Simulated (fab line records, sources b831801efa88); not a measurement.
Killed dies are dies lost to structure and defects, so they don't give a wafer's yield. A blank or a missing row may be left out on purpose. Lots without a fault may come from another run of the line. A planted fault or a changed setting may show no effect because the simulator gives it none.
fab line records | flow sfq_line
record lots=5 wafers=23
route steps=325 shown L0@6 L0V@17 M0@33 I0@44 M1@62 I1@78
start_h: hours from the record's first day to the start of the lot's first wafer shown | wait_h: hours since the lot's step before | " the same as in the row above | L1.1+2: a row that stands for several wafers | - no value, or no start given | * or withheld: withheld | < > ~ a bound
route shown NAME@n: a module of which the file shows steps, and the number in the route of the first | usual: mean/standard deviation of fault-free wafers | same: alike in all rows | chamber/n: place in a boat | sites: the reading at each site | _std_site: their standard deviation | _edge_site: outer sites' mean less inner sites' | radius_mm: how far each site lies from the wafer's centre | mask NAME#n: copy n | behind: the tool/chamber that last shaped the wafer | hold: why the lot was held/for how many hours/how that ended | device: the transistor (n, p or np) that didn't switch | end of line: the same wafers' tests at the end of the route | a step without rows: its recipe alone | killed: dies lost to structure and defects at the first sort, not the wafer's yield | map: a wafer's dies, x killed, . not, _ none there
set.NAME: the setting as run; set.NAME@STEP: as run at that earlier step | model.NAME: the simulator's own value behind a step, which no gauge read
lots whose settings were changed on purpose; a table a step, a row a wafer
## steps
# step SFQ_TRILAYER_L0_LITHO_COAT_010
# recipe resist=BARC spin_rpm=3000 resist_thk_nm=62
# columns lot.wafer tool chamber start_h wait_h set.resist_thk_nm model.BARC_of_TRILAYER_L0_LITHO_COAT_010.thk_nm
L076.1 litho_track-04 0 22.74 0.1 58.76 58.89
L076.2 " 0 " " 58.76 58.7
L076.3 " 0 " " 62 62
L076.4 " 0 " " 62 61.97
L076.5 " 0 " " 62 61.89
L077.1 litho_track-04 0 27.77 0.1 65.44 65.43
L077.2 " 0 " " 62 61.95
L077.3 " 0 " " 65.44 65.42
L077.4 " 0 " " 65.44 65.24
L077.6 " 0 " " 62 62.13
L080.1 litho_track-04 0 42.74 0.1 62 62.02
L080.3+6 " 0 " " 62 61.94
L083.1 litho_track-04 0 57.74 0.1 59.82 59.63
L083.3 " 0 " " 62 61.81
L083.4 " 0 " " 59.82 59.72
L083.5 " 0 " " 62 61.78
L083.6 " 0 " " 62 62.06
L084.1 litho_track-04 0 62.74 0.1 60.5 60.26
L084.2 " 0 " " 62 61.89
L084.4 " 0 " " 62 61.87
L084.5 " 0 " " 60.5 60.33
L084.6 " 0 " " 60.5 60.32
# step SFQ_TRILAYER_L0_LITHO_COAT_005
# recipe resist=KrF spin_rpm=3000 resist_thk_nm=600
# step SFQ_TRILAYER_L0_LITHO_SOFTBAKE_009
# recipe temp_c=withheld time_s=withheld resist=KrF
# step SFQ_TRILAYER_L0_LITHO_PEB_008
# recipe peb_temp_c=115 peb_time_s=60 resist=KrF
# step SFQ_TRILAYER_L0_LITHO_DEVELOP_007
# recipe time_s=60 resist=KrF
# step SFQ_TRILAYER_L0_BARC_OPEN_METAL_ETCH_010
# recipe mask_material=PR chemistry=O2 target_depth_nm=125 target=BARC icp_w=586.6 bias_w=80 pressure_mtorr=10 time_s=41.7
# columns lot.wafer tool chamber start_h wait_h set.resist_thk_nm@TRILAYER_L0_LITHO_COAT_010 model.etch.depth_nm
L076.1 rie_metal-02 1 93.89 0.1 58.76 58.89
L076.2 " 0 " " 58.76 58.7
L076.3 " 0 " " 62 62
L076.4 " 1 " " 62 61.97
L076.5 " 1 " " 62 61.89
L077.1 rie_metal-02 0 101.09 0.1 65.44 65.43
L077.2 " 1 " " 62 61.95
L077.3 " 1 " " 65.44 65.42
L077.4 " 0 " " 65.44 65.24
L077.6 " 0 " " 62 62.13
L080.1 rie_metal-01 0 124.01 0.1 62 62.02
L080.3+6 " 0 " " 62 61.94
L083.1 rie_metal-01 0 140.81 0.1 59.82 59.63
L083.3 " 1 " " 62 61.81
L083.4 " 0 " " 59.82 59.72
L083.5 " 0 " " 62 61.78
L083.6 " 1 " " 62 62.06
L084.1 rie_metal-02 0 146.81 0.1 60.5 60.26
L084.2 " 1 " " 62 61.89
L084.4 " 0 " " 62 61.87
L084.5 " 1 " " 60.5 60.33
L084.6 " 0 " " 60.5 60.32
# step SFQ_TRILAYER_L0_VIA_LITHO_COAT_018
# recipe resist=BARC spin_rpm=3000 resist_thk_nm=62
# columns lot.wafer tool chamber start_h wait_h set.resist_thk_nm model.BARC_of_TRILAYER_L0_VIA_LITHO_COAT_018.thk_nm
L076.1 litho_track-03 0 94.79 0.0 64.82 64.3
L076.2 " 0 " " 62 61.72
L076.3 " 0 " " 62 61.66
L076.4 " 0 " " 64.82 64.47
L076.5 " 0 " " 62 61.75
L077.1 litho_track-01 0 101.99 0.0 62 61.97
L077.2+3 " 0 " " 62 62.02
L077.4+6 " 0 " " 62 62.07
L080.1 litho_track-04 0 125.80 0.0 62 61.97
L080.3 " 0 " " 62 62.19
L080.6 " 0 " " 62 62.03
L083.1 litho_track-01 0 141.89 0.0 62 61.74
L083.3 " 0 " " 62 61.78
L083.4 " 0 " " 65.69 65.68
L083.5 " 0 " " 65.69 65.57
L083.6 " 0 " " 65.69 65.64
L084.1 litho_track-01 0 147.72 0.0 62 62.03
L084.2 " 0 " " 62 62.09
L084.4 " 0 " " 62 62.08
L084.5 " 0 " " 63.73 63.7
L084.6 " 0 " " 63.73 63.98
# step SFQ_TRILAYER_L0_VIA_BARC_OPEN_VIA_ETCH_021
# recipe mask_material=PR chemistry=O2 target_depth_nm=125 target=BARC source_w=500 bias_w=80 pressure_mtorr=30 time_s=41.7
# columns lot.wafer tool chamber start_h wait_h set.bias_w set.resist_thk_nm@TRILAYER_L0_VIA_LITHO_COAT_018 model.etch.depth_nm
L076.1 rie_diel-04 3 97.61 0.0 80 64.82 64.3
L076.2 " 2 " " 80 62 61.72
L076.3 " 0 " " 80 62 61.66
L076.4 " 3 " " 80 64.82 64.47
L076.5 " 0 " " 80 62 61.75
L077.1 rie_diel-04 3 105.30 0.0 80 62 61.97
L077.2 " 1 " " 89.08 62 62.02
L077.3 " 2 " " 80 62 62.02
L077.4+6 " 0 " " 89.08 62 62.07
L080.1 rie_diel-04 1 220.23 0.0 80 62 61.97
L080.3 " 0 " " 80 62 62.19
L080.6 " 2 " " 80 62 62.03
L083.1 rie_diel-01 3 239.43 0.0 84.48 62 61.74
L083.3 " 2 " " 84.48 62 61.78
L083.4 " 1 " " 84.48 65.69 65.68
L083.5 " 2 " " 80 65.69 65.57
L083.6 " 3 " " 80 65.69 65.64
L084.1 rie_diel-04 0 245.43 0.0 80 62 62.03
L084.2 " 1 " " 80 62 62.09
L084.4 " 3 " " 80 62 62.08
L084.5 " 3 " " 80 63.73 63.7
L084.6 " 0 " " 80 63.73 63.98
# step SFQ_TRILAYER_M0_LITHO_COAT_021
# recipe resist=KrF spin_rpm=3000 resist_thk_nm=600
# columns lot.wafer tool chamber start_h wait_h set.resist_thk_nm model.KrF_of_TRILAYER_M0_LITHO_COAT_021.thk_nm
L076.1 litho_track-02 0 99.09 0.2 574.6 574
L076.2 " 0 " " 600 601.1
L076.3 " 0 " " 600 601.3
L076.4 " 0 " " 574.6 573.5
L076.5 " 0 " " 574.6 575.8
L077.1 litho_track-01 0 106.77 0.2 600 596.9
L077.2 " 0 " " 619.2 618.3
L077.3 " 0 " " 619.2 616.6
L077.4 " 0 " " 619.2 616.3
L077.6 " 0 " " 600 598.2
L080.1+6 litho_track-03 0 221.70 0.2 600 599.4
L080.3 " 0 " " 600 599
L083.1 litho_track-03 0 240.88 0.2 600 603.5
L083.3 " 0 " " 575.2 577.8
L083.4 " 0 " " 575.2 578
L083.5 " 0 " " 575.2 577.7
L083.6 " 0 " " 600 602.4
L084.1 litho_track-01 0 246.88 0.2 600 602.9
L084.2 " 0 " " 600 601
L084.4 " 0 " " 600 601.5
L084.5 " 0 " " 600 602.3
L084.6 " 0 " " 600 602.4
# step SFQ_TRILAYER_M0_BARC_OPEN_METAL_ETCH_031
# recipe mask_material=PR chemistry=O2 target_depth_nm=125 target=BARC icp_w=600 bias_w=80 pressure_mtorr=10 time_s=41.7
# columns lot.wafer tool chamber start_h wait_h set.bias_w set.resist_thk_nm@TRILAYER_M0_LITHO_COAT_021 model.KrF_of_TRILAYER_M0_LITHO_COAT_021.thk_nm
L076.1 rie_metal-03 0 185.25 0.0 76.4 574.6 497.1
L076.2 " 1 " " 76.4 600 525.4
L076.3 " 1 " " 76.4 600 525.5
L076.4 " 0 " " 80 574.6 496
L076.5 " 1 " " 80 574.6 499.5
L077.1 rie_metal-03 1 186.98 0.0 80 600 520.3
L077.2 " 0 " " 73.88 619.2 542.1
L077.3 " 0 " " 73.88 619.2 540.5
L077.4 " 1 " " 80 619.2 540
L077.6 " 1 " " 80 600 521.5
L080.1+6 rie_metal-01 0,1 231.26 0.0 80 600 522.4
L080.3 " 1 " " 80 600 521.8
L083.1 rie_metal-04 1 243.28 0.0 80 600 525.2
L083.3 " 1 " " 80 575.2 499.8
L083.4 " 0 " " 80 575.2 500.3
L083.5 " 1 " " 80 575.2 499.9
L083.6 " 0 " " 80 600 524.3
L084.1 rie_metal-03 1 252.80 0.0 86.48 600 525.2
L084.2 " 0 " " 86.48 600 522.1
L084.4 " 0 " " 80 600 524.4
L084.5 " 1 " " 80 600 525.8
L084.6 " 0 " " 86.48 600 523.7
# step SFQ_TRILAYER_I0_CMP_CMP_028
# recipe material=SiO2 down_force_psi=3 platen_rpm=60 pad_velocity_m_s=0.94248
# columns lot.wafer tool chamber start_h wait_h set.leave_above_ref_nm model.SiO2_of_TRILAYER_I0_DEP_PECVD_027.thk_nm
L076.3 cmp-01 1 186.89 0.6 200 198.6
L076.4 " 2 " " 200 200.1
L076.1+5 " 3,1 " " 200 199
L076.2 " 0 " " 200 199.5
L077.4 cmp-01 1 189.89 1.7 192.4 190.5
L077.3 " 2 " " 200 199.3
L077.1 " 3 " " 200 198.4
L077.2 " 0 " " 192.4 191.5
L077.6 " 1 " " 200 199.5
L080.3 cmp-02 2 232.47 0.0 200 199.8
L080.1 " 0 233.47 1.0 200 199
L080.6 " 2 234.47 2.0 200 199.1
L083.1 cmp-01 0 247.07 2.8 189.6 190.5
L083.4+3 " 1,3 " " 200 199.9
L083.6 " 0 249.07 4.7 189.6 189.8
L083.5 " 1 " " 189.6 189.1
L084.4 cmp-02 3 254.05 0.0 207.5 207.9
L084.1 " 0 " " 200 201.1
L084.2 " 1 " " 207.5 207.5
L084.6 " 3 256.05 2.0 207.5 208.2
L084.5 " 0 " " 200 200.4
# step SFQ_TRILAYER_I0_METRO_MEASURE_029
# usual thk_nm=199.9/0.81
# columns lot.wafer tool chamber start_h wait_h set.leave_above_ref_nm@TRILAYER_I0_CMP_CMP_028 thk_nm
L076.1 film_metro-03 - 190.01 0.1 200 199.0
L076.2 " - " " 200 199.7
L076.3 " - " " 200 198.7
L076.4 " - " " 200 200.1
L076.5 " - " " 200 199.0
L077.1 film_metro-04 - 193.01 0.1 200 198.4
L077.2 " - " " 192.4 191.6
L077.3 " - " " 200 199.4
L077.4 " - " " 192.4 190.5
L077.6 " - " " 200 199.5
L080.1 film_metro-03 - 235.59 0.1 200 198.8
L080.3 " - " " 200 199.9
L080.6 " - " " 200 199.0
L083.1 film_metro-03 - 250.19 0.1 189.6 190.3
L083.3 " - " " 200 199.9
L083.4 " - " " 200 199.8
L083.5 " - " " 189.6 189.2
L083.6 " - " " 189.6 189.7
L084.1 film_metro-03 - 257.17 0.1 200 201.3
L084.2 " - " " 207.5 207.6
L084.4 " - " " 207.5 207.7
L084.5 " - " " 200 200.4
L084.6 " - " " 207.5 208.2
# step SFQ_TRILAYER_I0_VIA_LITHO_COAT_031
# recipe resist=KrF spin_rpm=3000 resist_thk_nm=650
# columns lot.wafer tool chamber start_h wait_h set.spin_rpm model.KrF_of_TRILAYER_I0_VIA_LITHO_COAT_031.thk_nm
L076.1 litho_track-02 0 191.51 0.2 3000 650.9
L076.2 " 0 " " 3164 630.6
L076.3 " 0 " " 3164 631.7
L076.4 " 0 " " 3164 634.2
L076.5 " 0 " " 3000 649.2
L077.1 litho_track-02 0 194.51 0.2 3000 652.7
L077.2+4 " 0 " " 3000 654.1
L077.3 " 0 " " 2782 677.4
L077.6 " 0 " " 2782 677.1
L080.1 litho_track-04 0 237.11 0.2 3000 651.9
L080.3 " 0 " " 3000 653.4
L080.6 " 0 " " 3000 651.8
L083.1 litho_track-01 0 251.69 0.2 3178 629.3
L083.3 " 0 " " 3178 633.7
L083.4 " 0 " " 3000 650.9
L083.5 " 0 " " 3000 649.8
L083.6 " 0 " " 3178 633.1
L084.1 litho_track-01 0 258.67 0.2 3204 628.5
L084.2 " 0 " " 3204 627.6
L084.4 " 0 " " 3000 648.8
L084.5 " 0 " " 3204 628.2
L084.6 " 0 " " 3000 649.2
# step SFQ_TRILAYER_I0_VIA_ETCH_VIA_ETCH_034
# recipe target=SiO2 stop_on=Nb mask_material=PR taper_deg=20 chemistry=CHF3 target_depth_nm=260 source_w=500 bias_w=80 pressure_mtorr=30 time_s=withheld
# usual oes_product_au=0.856/0.0047
# columns lot.wafer tool chamber start_h wait_h set.source_w set.leave_above_ref_nm@TRILAYER_I0_CMP_CMP_028 set.spin_rpm@TRILAYER_I0_VIA_LITHO_COAT_031 oes_product_au model.KrF_of_TRILAYER_I0_VIA_LITHO_COAT_031.thk_nm model.etch.depth_nm model.I0.feature_depth_nm
L076.1 rie_diel-02 3 291.07 0.0 500 200 3000 0.853 530.7 199 199
L076.2 " 2 " " 556.3 200 3164 0.855 507.3 199.5 200.4
L076.3 " 0 " " 500 200 3164 0.853 511.1 198.6 198.6
L076.4 " 1 " " 556.3 200 3164 0.855 511.4 200.1 200.9
L076.5 " 1 " " 500 200 3000 0.859 529.7 199 199
L077.1 rie_diel-02 1 297.07 0.0 500 200 3000 0.848 532.3 198.4 198.4
L077.2 " 0 " " 500 192.4 3000 0.829 533.3 191.5 191.5
L077.3 " 2 " " 500 200 2782 0.854 555.6 199.3 199.3
L077.4 " 3 " " 500 192.4 3000 0.823 533 190.5 190.5
L077.6 " 3 " " 500 200 2782 0.854 556.2 199.5 199.5
L080.1 rie_diel-03 2 353.31 0.0 500 200 3000 0.861 531.5 199 199
L080.3 " 0 " " 500 200 3000 0.857 532.6 199.8 199.8
L080.6 " 3 " " 500 200 3000 0.853 530.3 199.1 199.1
L083.1 rie_diel-01 3 373.81 0.0 500 189.6 3178 0.840 507.9 190.5 190.5
L083.3 " 0 " " 500 200 3178 0.854 510.6 199.9 199.9
L083.4 " 1 " " 500 200 3000 0.859 530.1 199.9 199.9
L083.5 " 2 " " 500 189.6 3000 0.835 528.1 189.1 189.1
L083.6 " 1 " " 500 189.6 3178 0.836 511.7 189.8 189.8
L084.1 rie_diel-02 2 375.03 0.0 468 200 3204 0.857 508.6 201.1 201.1
L084.2 " 3 " " 500 207.5 3204 0.871 507.2 207.5 207.5
L084.4 " 0 " " 500 207.5 3000 0.870 528.3 207.9 207.9
L084.5 " 2 " " 468 200 3204 0.852 508.3 200.4 200.4
L084.6 " 3 " " 468 207.5 3000 0.877 530.2 208.2 208.2
# step SFQ_TRILAYER_M1_LITHO_COAT_044
# recipe resist=BARC spin_rpm=3000 resist_thk_nm=62
# columns lot.wafer tool chamber start_h wait_h set.resist_thk_nm model.BARC_of_TRILAYER_M1_LITHO_COAT_044.thk_nm
L076.1+4 litho_track-04 0 292.26 0.1 62 61.97
L076.2 " 0 " " 62 62.05
L076.3 " 0 " " 62 62.08
L076.5 " 0 " " 62 62.06
L077.1 litho_track-02 0 298.26 0.1 62 61.94
L077.2 " 0 " " 62 61.99
L077.3 " 0 " " 62 62.09
L077.4 " 0 " " 62 61.88
L077.6 " 0 " " 62 62.12
L080.1 litho_track-03 0 354.50 0.1 62 61.98
L080.3 " 0 " " 62 61.9
L080.6 " 0 " " 62 62.03
L083.1 litho_track-03 0 375.00 0.1 63.96 64.27
L083.3 " 0 " " 62 62.09
L083.4 " 0 " " 63.96 64.05
L083.5 " 0 " " 62 62.12
L083.6 " 0 " " 63.96 64.15
L084.1 litho_track-03 0 376.24 0.1 59.07 59.03
L084.2 " 0 " " 62 62.04
L084.4 " 0 " " 62 61.92
L084.5 " 0 " " 62 61.87
L084.6 " 0 " " 59.07 59.05
# step SFQ_TRILAYER_M1_BARC_OPEN_METAL_ETCH_054
# recipe mask_material=PR chemistry=O2 target_depth_nm=125 target=BARC icp_w=600 bias_w=80 pressure_mtorr=10 time_s=41.7
# columns lot.wafer tool chamber start_h wait_h set.icp_w set.resist_thk_nm@TRILAYER_M1_LITHO_COAT_044 model.KrF_of_TRILAYER_M1_LITHO_COAT_039.thk_nm model.etch.depth_nm
L076.1 rie_metal-01 0 425.49 0.0 563.3 62 523.7 61.97
L076.2 " 1 " " 563.3 62 523.5 62.05
L076.3 " 1 " " 600 62 521.1 62.08
L076.4 " 0 " " 600 62 521.1 61.97
L076.5 " 1 " " 600 62 520 62.06
L077.1 rie_metal-01 0 433.89 0.0 600 62 523.4 61.94
L077.2 " 1 " " 600 62 525.4 61.99
L077.3 " 1 " " 651.3 62 519.6 62.09
L077.4 " 0 " " 651.3 62 522.6 61.88
L077.6 " 1 " " 600 62 523.6 62.12
L080.1 rie_metal-02 1 491.40 0.0 600 62 525.2 61.98
L080.3 " 0 " " 600 62 523.7 61.9
L080.6 " 1 " " 600 62 522.8 62.03
L083.1 rie_metal-02 1 515.40 0.0 600 63.96 524 64.27
L083.3 " 1 " " 600 62 524.9 62.09
L083.4 " 0 " " 671.1 63.96 520 64.05
L083.5 " 1 " " 600 62 523.3 62.12
L083.6 " 0 " " 671.1 63.96 517.4 64.15
L084.1 rie_metal-01 1 517.80 0.0 600 59.07 523.8 59.03
L084.2 " 1 " " 600 62 522.2 62.04
L084.4 " 1 " " 624.6 62 518.8 61.92
L084.5 " 1 " " 624.6 62 520.9 61.87
L084.6 " 1 " " 624.6 59.07 521.8 59.05
# step SFQ_TRILAYER_M1_ETCH_METAL_ETCH_042
# recipe target=Nb stop_on=SiO2 mask_material=PR chemistry=Cl2/Ar target_depth_nm=240 icp_w=600 bias_w=80 pressure_mtorr=10 time_s=120
# columns lot.wafer tool chamber start_h wait_h set.bias_w set.leave_above_ref_nm@TRILAYER_I0_CMP_CMP_028 model.SiO2_of_TRILAYER_I0_DEP_PECVD_027.thk_nm
L076.1 rie_metal-01 0 425.55 0.0 80 200 191.5
L076.2 " 1 " " 74.43 200 192
L076.3 " 1 " " 80 200 191.1
L076.4 " 0 " " 80 200 192.6
L076.5 " 1 " " 74.43 200 191.5
L077.1 rie_metal-01 0 433.95 0.0 88.32 200 189.9
L077.2 " 1 " " 80 192.4 184
L077.3 " 1 " " 88.32 200 190.7
L077.4 " 0 " " 80 192.4 182.9
L077.6 " 1 " " 80 200 192
L080.1 rie_metal-02 1 491.46 0.0 80 200 191.5
L080.3 " 0 " " 80 200 192.3
L080.6 " 1 " " 80 200 191.6
L083.1 rie_metal-02 1 515.46 0.0 80 189.6 183
L083.3 " 1 " " 87.15 200 191.5
L083.4 " 0 " " 87.15 200 191.4
L083.5 " 1 " " 87.15 189.6 180.7
L083.6 " 0 " " 80 189.6 182.2
L084.1 rie_metal-01 1 517.92 0.1 80 200 193.6
L084.2 " 1 " " 80 207.5 200
L084.4 " 1 " " 80 207.5 200.4
L084.5 " 1 " " 80 200 192.8
L084.6 " 1 " " 80 207.5 200.7
# step SFQ_TRILAYER_I1_VIA_LITHO_COAT_049
# recipe resist=KrF spin_rpm=3000 resist_thk_nm=650
# columns lot.wafer tool chamber start_h wait_h set.resist_thk_nm model.KrF_of_TRILAYER_I1_VIA_LITHO_COAT_049.thk_nm
L076.1 litho_track-01 0 432.37 0.2 635.1 637.7
L076.2 " 0 " " 650 653
L076.3 " 0 " " 650 651.5
L076.4 " 0 " " 635.1 635.6
L076.5 " 0 " " 650 651.2
L077.1 litho_track-03 0 439.57 0.2 650 650.6
L077.2 " 0 " " 671 670
L077.3 " 0 " " 671 669.6
L077.4 " 0 " " 650 652
L077.6 " 0 " " 650 650.3
L080.1 litho_track-01 0 498.77 0.2 650 653.5
L080.3 " 0 " " 650 654.3
L080.6 " 0 " " 650 653.4
L083.1+3 litho_track-01 0 523.55 0.2 650 653.9
L083.4 " 0 " " 650 655.2
L083.5 " 0 " " 650 654.2
L083.6 " 0 " " 650 652.9
L084.1 litho_track-03 0 524.24 0.2 650 651.9
L084.2 " 0 " " 650 650.3
L084.4 " 0 " " 650 649.6
L084.5 " 0 " " 650 652.1
L084.6 " 0 " " 650 650.5
# step SFQ_TRILAYER_I1_VIA_BARC_OPEN_VIA_ETCH_071
# recipe mask_material=PR chemistry=O2 target_depth_nm=125 target=BARC source_w=500 bias_w=80 pressure_mtorr=30 time_s=41.7
# columns lot.wafer tool chamber start_h wait_h set.bias_w set.resist_thk_nm@TRILAYER_I1_VIA_LITHO_COAT_049 model.KrF_of_TRILAYER_I1_VIA_LITHO_COAT_049.thk_nm
L076.1 rie_diel-01 3 593.45 0.0 71.22 635.1 562.2
L076.2 " 2 " " 71.22 650 577.3
L076.3 " 1 " " 80 650 574.5
L076.4 " 0 " " 71.22 635.1 559.9
L076.5 " 2 " " 80 650 573.6
L077.1 rie_diel-01 1 600.65 0.0 70.6 650 575.1
L077.2 " 3 " " 80 671 592.8
L077.3 " 2 " " 70.6 671 593.9
L077.4 " 0 " " 80 650 574.1
L077.6 " 1 " " 70.6 650 574.9
L080.1 rie_diel-01 0 663.05 0.0 80 650 576
L080.3 " 2 " " 80 650 576.9
L080.6 " 3 " " 80 650 576.2
L083.1 rie_diel-02 3 687.21 0.0 80 650 576.4
L083.3 " 0 " " 80 650 576.3
L083.4 " 2 " " 80 650 578.1
L083.5 " 1 " " 86.98 650 575.5
L083.6 " 2 " " 86.98 650 574.6
L084.1 rie_diel-01 3 689.61 0.0 80 650 574.2
L084.2+6 " 1,0 " " 80 650 572
L084.4 " 2 " " 80 650 571.2
L084.5 " 1 " " 80 650 573.9
## key
split step=SFQ_TRILAYER_L0_LITHO_COAT_010 setting=resist_thk_nm stated=62 by=wafer
response step=SFQ_TRILAYER_L0_LITHO_COAT_010 reading=model.BARC_of_TRILAYER_L0_LITHO_COAT_010.thk_nm change=+0.61 per=1% r=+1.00
response step=SFQ_TRILAYER_L0_BARC_OPEN_METAL_ETCH_010 reading=model.etch.depth_nm change=+0.61 per=1% r=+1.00
split step=SFQ_TRILAYER_L0_VIA_LITHO_COAT_018 setting=resist_thk_nm stated=62 by=wafer
response step=SFQ_TRILAYER_L0_VIA_LITHO_COAT_018 reading=model.BARC_of_TRILAYER_L0_VIA_LITHO_COAT_018.thk_nm change=+0.629 per=1% r=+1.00
response step=SFQ_TRILAYER_L0_VIA_BARC_OPEN_VIA_ETCH_021 reading=model.etch.depth_nm change=+0.629 per=1% r=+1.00
split step=SFQ_TRILAYER_L0_VIA_BARC_OPEN_VIA_ETCH_021 setting=bias_w stated=80 by=wafer
response none clear
split step=SFQ_TRILAYER_M0_LITHO_COAT_021 setting=resist_thk_nm stated=600 by=wafer
response step=SFQ_TRILAYER_M0_LITHO_COAT_021 reading=model.KrF_of_TRILAYER_M0_LITHO_COAT_021.thk_nm change=+6.19 per=1% r=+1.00
response step=SFQ_TRILAYER_M0_BARC_OPEN_METAL_ETCH_031 reading=model.KrF_of_TRILAYER_M0_LITHO_COAT_021.thk_nm change=+6.28 per=1% r=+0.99
split step=SFQ_TRILAYER_M0_BARC_OPEN_METAL_ETCH_031 setting=bias_w stated=80 by=wafer
response none clear
split step=SFQ_TRILAYER_I0_CMP_CMP_028 setting=leave_above_ref_nm stated=200 by=wafer
response step=SFQ_TRILAYER_I0_CMP_CMP_028 reading=model.SiO2_of_TRILAYER_I0_DEP_PECVD_027.thk_nm change=+1.98 per=1% r=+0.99
response step=SFQ_TRILAYER_I0_METRO_MEASURE_029 reading=thk_nm change=+1.97 per=1% r=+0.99
response step=SFQ_TRILAYER_I0_VIA_ETCH_VIA_ETCH_034 reading=oes_product_au change=+0.00485 per=1% r=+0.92
response step=SFQ_TRILAYER_I0_VIA_ETCH_VIA_ETCH_034 reading=model.etch.depth_nm change=+1.98 per=1% r=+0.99
response step=SFQ_TRILAYER_I0_VIA_ETCH_VIA_ETCH_034 reading=model.I0.feature_depth_nm change=+1.98 per=1% r=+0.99
response step=SFQ_TRILAYER_M1_ETCH_METAL_ETCH_042 reading=model.SiO2_of_TRILAYER_I0_DEP_PECVD_027.thk_nm change=+1.87 per=1% r=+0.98
split step=SFQ_TRILAYER_I0_VIA_LITHO_COAT_031 setting=spin_rpm stated=3000 by=wafer
response step=SFQ_TRILAYER_I0_VIA_LITHO_COAT_031 reading=model.KrF_of_TRILAYER_I0_VIA_LITHO_COAT_031.thk_nm change=-3.17 per=1% r=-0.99
response step=SFQ_TRILAYER_I0_VIA_ETCH_VIA_ETCH_034 reading=model.KrF_of_TRILAYER_I0_VIA_LITHO_COAT_031.thk_nm change=-3.26 per=1% r=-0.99
split step=SFQ_TRILAYER_I0_VIA_ETCH_VIA_ETCH_034 setting=source_w stated=500 by=wafer
response none clear
split step=SFQ_TRILAYER_M1_LITHO_COAT_044 setting=resist_thk_nm stated=62 by=wafer
response step=SFQ_TRILAYER_M1_LITHO_COAT_044 reading=model.BARC_of_TRILAYER_M1_LITHO_COAT_044.thk_nm change=+0.625 per=1% r=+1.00
response step=SFQ_TRILAYER_M1_BARC_OPEN_METAL_ETCH_054 reading=model.etch.depth_nm change=+0.625 per=1% r=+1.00
split step=SFQ_TRILAYER_M1_BARC_OPEN_METAL_ETCH_054 setting=icp_w stated=600 by=wafer
response step=SFQ_TRILAYER_M1_BARC_OPEN_METAL_ETCH_054 reading=model.KrF_of_TRILAYER_M1_LITHO_COAT_039.thk_nm change=-0.439 per=1% r=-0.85
split step=SFQ_TRILAYER_M1_ETCH_METAL_ETCH_042 setting=bias_w stated=80 by=wafer
response none clear
split step=SFQ_TRILAYER_I1_VIA_LITHO_COAT_049 setting=resist_thk_nm stated=650 by=wafer
response step=SFQ_TRILAYER_I1_VIA_LITHO_COAT_049 reading=model.KrF_of_TRILAYER_I1_VIA_LITHO_COAT_049.thk_nm change=+6.11 per=1% r=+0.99
response step=SFQ_TRILAYER_I1_VIA_BARC_OPEN_VIA_ETCH_071 reading=model.KrF_of_TRILAYER_I1_VIA_LITHO_COAT_049.thk_nm change=+5.9 per=1% r=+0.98
split step=SFQ_TRILAYER_I1_VIA_BARC_OPEN_VIA_ETCH_071 setting=bias_w stated=80 by=wafer
response none clear
